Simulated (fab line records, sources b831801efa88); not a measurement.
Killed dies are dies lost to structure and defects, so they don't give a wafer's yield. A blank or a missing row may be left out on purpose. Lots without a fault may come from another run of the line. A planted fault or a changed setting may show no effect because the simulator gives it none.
Which tool did it? | flow sky130 | 12 lots, 36 wafers sampled, at 4 steps of a route of 708

WHAT THE GAUGES READ, wafer by wafer
SKY_LDD_HVN_OVL_MEAS_07. Usual: LDD_HVN_OVL -1.2 nm, standard deviation 1.5.
lot  | measured     | on         | LDD_HVN_OVL (nm) | flag
L896 | day 20 15:59 | overlay-01 | -0.4 -2.0 -0.6   |
L897 | day 21 06:28 | overlay-02 | -2.7 -0.2 -1.9   |
L903 | day 23 12:14 | overlay-01 | -0.8 0.6 1.0     |
L905 | day 24 12:33 | overlay-02 | 1.6 -0.8 0.8     |
L906 | day 24 14:58 | overlay-01 | -2.5 -0.9 -1.0   |
L907 | day 25 00:11 | overlay-02 | -1.7 1.3 0.4     |
L909 | day 25 17:14 | overlay-01 | -3.6 -3.1 -4.2   |
L912 | day 26 14:05 | overlay-01 | -0.8 -1.4 2.3    |
L913 | day 27 00:56 | overlay-01 | -3.2 -1.2 -3.4   |
L915 | day 27 11:43 | overlay-01 | -1.6 -2.4 0.1    |
L916 | day 27 16:27 | overlay-01 | -0.4 0.0 -2.8    |
L918 | day 28 09:35 | overlay-01 | -2.6 -2.3 -1.8   |

SKY_LDD_HVP_TW_MEAS_10. Usual: LDD_HVP_TW 455, standard deviation 5.9.
lot  | measured     | on            | LDD_HVP_TW  | flag
L896 | day 21 22:42 | film_metro-03 | 456 458 457 |
L897 | day 22 13:56 | film_metro-04 | 460 460 461 |
L903 | day 24 17:53 | film_metro-02 | 447 449 444 |
L905 | day 25 18:29 | film_metro-02 | 402 402 403 | OFF
L906 | day 25 20:11 | film_metro-04 | 413 413 415 | OFF
L907 | day 26 05:25 | film_metro-04 | 411 411 412 | OFF
L909 | day 26 22:17 | film_metro-04 | 460 462 461 |
L912 | day 27 19:09 | film_metro-04 | 460 463 462 |
L913 | day 28 05:20 | film_metro-04 | 462 457 462 |
L915 | day 28 16:04 | film_metro-04 | 459 460 462 |
L916 | day 28 20:53 | film_metro-02 | 448 450 447 |
L918 | day 29 13:49 | film_metro-03 | 456 455 455 |

WHICH TOOL RAN EACH LOT (tool, then ch and the chambers of the sampled wafers, then the start)
lot  | SKY_GATE_OXIDE_STRIP_13              | SKY_LDD_HVP_IMPLANT_08
L896 | plasma_asher-01 ch 0,1, day 14 04:49 | implanter-01 ch 0, day 21 22:28
L897 | plasma_asher-04 ch 0,1, day 14 19:00 | implanter-04 ch 0, day 22 13:41
L903 | plasma_asher-04 ch 0,1, day 16 14:22 | implanter-02 ch 0, day 24 17:38
L905 | plasma_asher-04 ch 0,1, day 17 20:36 | implanter-02 ch 0, day 25 18:16
L906 | plasma_asher-03 ch 0,1, day 18 00:46 | implanter-02 ch 0, day 25 19:56
L907 | plasma_asher-03 ch 0,1, day 18 09:16 | implanter-02 ch 0, day 26 05:13
L909 | plasma_asher-03 ch 0,1, day 18 21:49 | implanter-01 ch 0, day 26 22:02
L912 | plasma_asher-04 ch 0,1, day 19 23:53 | implanter-04 ch 0, day 27 18:55
L913 | plasma_asher-03 ch 0,1, day 20 09:07 | implanter-04 ch 0, day 28 05:07
L915 | plasma_asher-03 ch 0,1, day 20 19:10 | implanter-01 ch 0, day 28 15:49
L916 | plasma_asher-01 ch 0,1, day 21 03:02 | implanter-01 ch 0, day 28 20:40
L918 | plasma_asher-01 ch 0, day 21 20:59   | implanter-01 ch 0, day 29 13:34
- SKY_GATE_OXIDE_STRIP_13: strips in O2/N2.
- SKY_LDD_HVP_IMPLANT_08

WHAT THE TOOLS THEMSELVES READ (means of the sampled wafers that have a number; where no wafer has one, the mark that the record gives instead)
SKY_GATE_OXIDE_STRIP_13. Usual: drypump_motor_current_A 5.5 A, standard deviation 0.4; oes_product_au 0.716 a.u., standard deviation 0.0043; strip_time_to_endpoint_s 14.19 s, standard deviation 0.04.
lot  | tool            | drypump_motor_current_A (A) | oes_product_au (a.u.) | strip_time_to_endpoint_s (s) | flag
L896 | plasma_asher-01 | 5.6                         | 0.715                 | 14.21                        |
L897 | plasma_asher-04 | 5.3                         | 0.713                 | 14.13                        |
L903 | plasma_asher-04 | 5.3                         | 0.715                 | 14.25                        |
L905 | plasma_asher-04 | 5.6                         | 0.718                 | 14.23                        |
L906 | plasma_asher-03 | 5.3                         | 0.714                 | 14.14                        |
L907 | plasma_asher-03 | 5.6                         | 0.720                 | 14.17                        |
L909 | plasma_asher-03 | 5.3                         | 0.717                 | 14.19                        |
L912 | plasma_asher-04 | 5.7                         | 0.717                 | 14.20                        |
L913 | plasma_asher-03 | 5.6                         | 0.715                 | 14.22                        |
L915 | plasma_asher-03 | 5.3                         | 0.721                 | 14.19                        |
L916 | plasma_asher-01 | 5.7                         | 0.707                 | 14.18                        |
L918 | plasma_asher-01 | 5.7                         | 0.715                 | 14.17                        |

SKY_LDD_HVP_IMPLANT_08. Usual: tilt_deg 17.901 degrees, standard deviation 0.021.
lot  | tool         | tilt_deg (degrees) | flag
L896 | implanter-01 | 17.910             |
L897 | implanter-04 | 17.927             |
L903 | implanter-02 | 17.879             |
L905 | implanter-02 | -0.010             | OFF
L906 | implanter-02 | 0.029              | OFF
L907 | implanter-02 | 0.004              | OFF
L909 | implanter-01 | 17.884             |
L912 | implanter-04 | 17.905             |
L913 | implanter-04 | 17.887             |
L915 | implanter-01 | 17.927             |
L916 | implanter-01 | 17.872             |
L918 | implanter-01 | 17.931             |

THE ANSWER, worked out from the rows above alone
Rule: a lot is off if the mean of its wafers that have a number lies more than 3 standard deviations from the usual mean. A lot without any number at a reading at which 4 lots or more have one is off too. The other lots that the step has rows for count as sound. The gauges are gone through in route order, then the tools' own readings, and for those a lot's mean is taken as printed above. The first step at which some lot is off is used, and at that step the reading that is off furthest; a lot without a number counts as furthest.
Off: L905, L906, L907, at SKY_LDD_HVP_TW_MEAS_10 (LDD_HVP_TW).
A tool fits if, at a process step before that reading, it ran every lot that is off, and no sound lot after the first of them. The gauges at SKY_LDD_HVP_TW_MEAS_10 aren't tried: what is off there is off at SKY_LDD_HVP_IMPLANT_08 too, on other tools, and a gauge's error can't cause that. One fits: implanter-02 at SKY_LDD_HVP_IMPLANT_08. Its last sound lot is L903 (day 24 17:38), its first lot that is off L905 (day 25 18:16): a fault that began between those two fits.
The tool's own readings at SKY_LDD_HVP_IMPLANT_08 bear it out: on the lots that are off they differ by more than 5 times the standard deviation of the sound lots' means. tilt_deg reads 0.008 degrees there against 17.902 degrees on the sound lots.

WHAT THE SIMULATOR HAD PUT IN
Process parameter drift: implanter-02, from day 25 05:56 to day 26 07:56, at SKY_LDD_HVP_IMPLANT_08. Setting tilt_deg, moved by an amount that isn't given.
Lots struck among those shown: L905, L906, L907. The rule above found the same.
